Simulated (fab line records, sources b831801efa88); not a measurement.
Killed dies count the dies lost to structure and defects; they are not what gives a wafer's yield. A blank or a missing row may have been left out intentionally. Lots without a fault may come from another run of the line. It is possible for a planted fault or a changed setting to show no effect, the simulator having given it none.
Matching of chambers | flow gf180mcu | GF_V4_CMP_26 on cmp-02: 4 sister chambers
The step polishes, stops on SiO2, t overpolish 15 s, target thk 0 nm. 8 wafers are shown with their chamber, then 7 later ones without.

== WAFERS, EACH WITH ITS CHAMBER ==
wafer  | chamber | motorCurrentA (A) | overpolishRunS (s)
L305.2 | 1       | 10.2              | 14.982
L310.2 | 1       | 9.3               | 15.000
L310.3 | 2       | 13.0              | 15.001
L310.4 | 0       | 12.2              | 14.996
L313.5 | 3       | 11.0              | 15.007
L313.6 | 2       | 14.0              | 15.006
L315.2 | 3       | 11.6              | 14.992
L315.4 | 0       | 13.2              | 15.005

== WAFERS WHOSE CHAMBER IS MISSING ==
wafer  | motorCurrentA (A) | overpolishRunS (s)
L315.5 | 13.5              | 15.005
L322.1 | 11.3              | 15.005
L322.5 | 12.6              | 14.998
L322.6 | 9.5               | 14.995
L323.2 | 12.8              | 15.010
L323.3 | 8.9               | 15.000
L323.5 | 13.5              | 15.008

== EACH ONE'S CHAMBER ==
wafer  | from the rows above          | in truth
L315.5 | can't be placed: 2 or 0      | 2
L322.1 | can't be placed: 3 or 0      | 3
L322.5 | can't be placed: 0 or 2 or 3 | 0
L322.6 | 1                            | 1
L323.2 | can't be placed: 0 or 2 or 3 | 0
L323.3 | 1                            | 1
L323.5 | can't be placed: 2 or 0      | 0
Correct placement for 2 of the 7. Unplaceable from these rows: 5, with the true chamber sitting among the candidates in 5. Number placed wrongly: 0.
How it was worked out, from the rows above alone: a wafer's distance from a chamber is the root of the sum, over the readings, of the square of ((its reading less the chamber's mean) divided by the reading's scatter). If the next closest chamber is less than 2 further off than the closest, the wafer can't be placed; otherwise it belongs to the closest. The mean given for a chamber averages the wafers shown for that chamber. How the scatter is found: for the shown wafers, subtract from each reading the mean of its chamber, square and add these, divide the total by (wafers less chambers), then take the root.
